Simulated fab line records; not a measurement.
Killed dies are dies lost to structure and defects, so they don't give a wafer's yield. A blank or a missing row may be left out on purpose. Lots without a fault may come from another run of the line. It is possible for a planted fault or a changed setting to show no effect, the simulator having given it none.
Struck lot and sound lot, side by side + flow sky130 + 16 steps out of a route of 708
Sound: these wafers, L257.4, L257.5, L257.6. Wafers struck: L275.3, L275.4, L275.6. The cause comes at the end.
Per side, at each step with rows, come the tool, then ch with its chambers, and then its first start. Under that, the readings that differ: sound wafers + struck wafers + difference of the means + sigmas: that difference in standard deviations of wafers without a fault.
alike: readings whose means differ by less than 2 such deviations, and words and numbers that are the same on both sides. not compared: withheld readings, readings that some wafer has no value for, bounds like >300 that may hide the same value, and numbers for which the record gives no deviation and whose values overlap.
The two part at a step that has a row with sigmas, a row that says differs or no value, or rows on one side only. Non-overlapping numbers with no deviation appear without sigmas and do not part them. A reading that every wafer of one side lacks parts them only if that side has two wafers or more.

SKY_NWELL_RS_MEAS_29: uses a four-point probe to measure.
  struck on film-metro-02, day 10 23:39; sound on film-metro-02, day 6 03:58
  alike: NWELL_RS
SKY_NWELL_RS_MEAS_31: uses a four-point probe to measure.
  struck on film-metro-02, day 10 23:53; sound on film-metro-02, day 6 04:13
  alike: PWDE_RS
then, 7 steps without rows for these wafers: SKY_VT_ADJUST_HVTP_DEHYDRATE_00 (time 60 s); SKY_VT_ADJUST_HVTP_HMDS_01 (prime time 60 s); SKY_VT_ADJUST_HVTP_COAT_02 (resist thk 1140 nm); SKY_VT_ADJUST_HVTP_SOFTBAKE_03 (time 60 s); SKY_VT_ADJUST_HVTP_EXPOSE_04 (exposes mask HVTPM, target cd 380 nm); SKY_VT_ADJUST_HVTP_PEB_05; SKY_VT_ADJUST_HVTP_DEVELOP_06 (develop time 60 s).
SKY_VT_ADJUST_HVTP_CD_MEAS_07 targets a cd of 380 nm.
  struck on cd-sem-02, day 11 22:31; sound on cd-sem-02, day 6 22:55
  alike: cd-nm
SKY_VT_ADJUST_HVTP_OVL_MEAS_08:
  struck on overlay-02, day 11 22:36; sound on overlay-02, day 6 22:59
  alike: VT_ADJUST_HVTP_OVL
SKY_VT_ADJUST_HVTP_IMPLANT_09:
  sound on implanter-02 ch 0, day 6 23:05; struck on implanter-01 ch 0, day 11 22:41
| reading            | sound                         | struck                        | difference | sigmas |
|--------------------|-------------------------------|-------------------------------|------------|--------|
| dose-ions-cm2      | 4.294e+12 4.297e+12 4.295e+12 | 3.954e+12 3.958e+12 3.951e+12 | -3.410e+11 | -70    |
| faraday-current-uA | 24.7 24.0 24.2                | 21.9 22.2 22.6                | -2.1       | -4     |
SKY_VT_ADJUST_HVTP_STRIP_10: strips in O2/N2.
  sound on plasma-asher-01 ch 0,1, day 6 23:11; struck on plasma-asher-01 ch 0,1, day 11 22:49
| reading                      | sound             | struck            | difference | sigmas |
|------------------------------|-------------------|-------------------|------------|--------|
| strip-time-to-endpoint-s (s) | 14.14 14.12 14.14 | 14.20 14.24 14.26 | +0.10      | +2     |
  alike: drypump-motor-current-A, oes-product-au
  not compared: rf-hours-counter-h
SKY_VT_ADJUST_HVTP_TW_MEAS_11:
  struck on film-metro-01, day 11 22:54; sound on film-metro-02, day 6 23:17
| reading           | sound          | struck         | difference | sigmas |
|-------------------|----------------|----------------|------------|--------|
| VT_ADJUST_HVTP_TW | 1360 1359 1362 | 1325 1320 1317 | -40        | -6     |
then, 1 step without rows for these wafers: SKY_VT_ADJUST_LVTN_DEHYDRATE_00 (time 60 s).
-- record jumps: 39 days separate the struck wafers' starts on either side; left off in module VT_ADJUST_LVTN, taken up again in module PAD_OPEN, whose first shown step is the route's number 708 --
SKY_PAD_OPEN_PROBE_99:
  struck on prober-01, day 50 12:15; sound on prober-01, day 46 09:23
| reading                                    | sound                   | struck                  | difference | sigmas |
|--------------------------------------------|-------------------------|-------------------------|------------|--------|
| model.etest.tip-p.rs-ohm-sq                | 6992 6975 6994          | 6668 6690 6704          | -300       |        |
| model.etest.pfet_01v8.drive-ua-um          | 192.1 187.3 188.9       | 204.7 202.1 198.2       | +12.2      |        |
| model.etest.pfet_01v8_mvt.drive-ua-um      | 151.4 148.8 149.4       | 161 161.6 158.7         | +11        |        |
| model.etest.pfet_01v8_mvt.off-log10-a-um   | -10.76 -10.82 -10.82    | -9.81 -9.896 -9.856     | +0.95      |        |
| model.etest.pfet_01v8.off-log10-a-um       | -9.634 -9.873 -9.871    | -8.901 -9.027 -9.148    | +0.767     |        |
| model.etest.sram-pfet-latch.off-log10-a-um | -13.02 -12.67 -12.97    | -12.19 -12.45 -12.34    | +0.56      |        |
| model.etest.pfet_01v8_hvt.off-log10-a-um   | -13 -13.13 -13.27       | -12.74 -12.89 -12.87    | +0.30      |        |
| model.etest.pfet_01v8_mvt.vt-sat-v (V)     | -0.5665 -0.5739 -0.5774 | -0.4878 -0.4925 -0.4994 | +0.0794    |        |
  alike: killed_at_M0_to_M3, killed_at_M4_up, killed-at-contacts, killed-at-front-end, killed-at-other, killed-dies, killed-open, killed-short

== WHERE THEY PART ==
Earliest at SKY_VT_ADJUST_HVTP_IMPLANT_09; latest, in this record, at SKY_VT_ADJUST_HVTP_TW_MEAS_11. Later steps at which nothing parts them and some readings are alike: SKY_PAD_OPEN_PROBE_99.

WHY: what had been put in by the simulator
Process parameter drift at SKY_VT_ADJUST_HVTP_IMPLANT_09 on implanter-01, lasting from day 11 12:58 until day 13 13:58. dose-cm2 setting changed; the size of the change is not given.
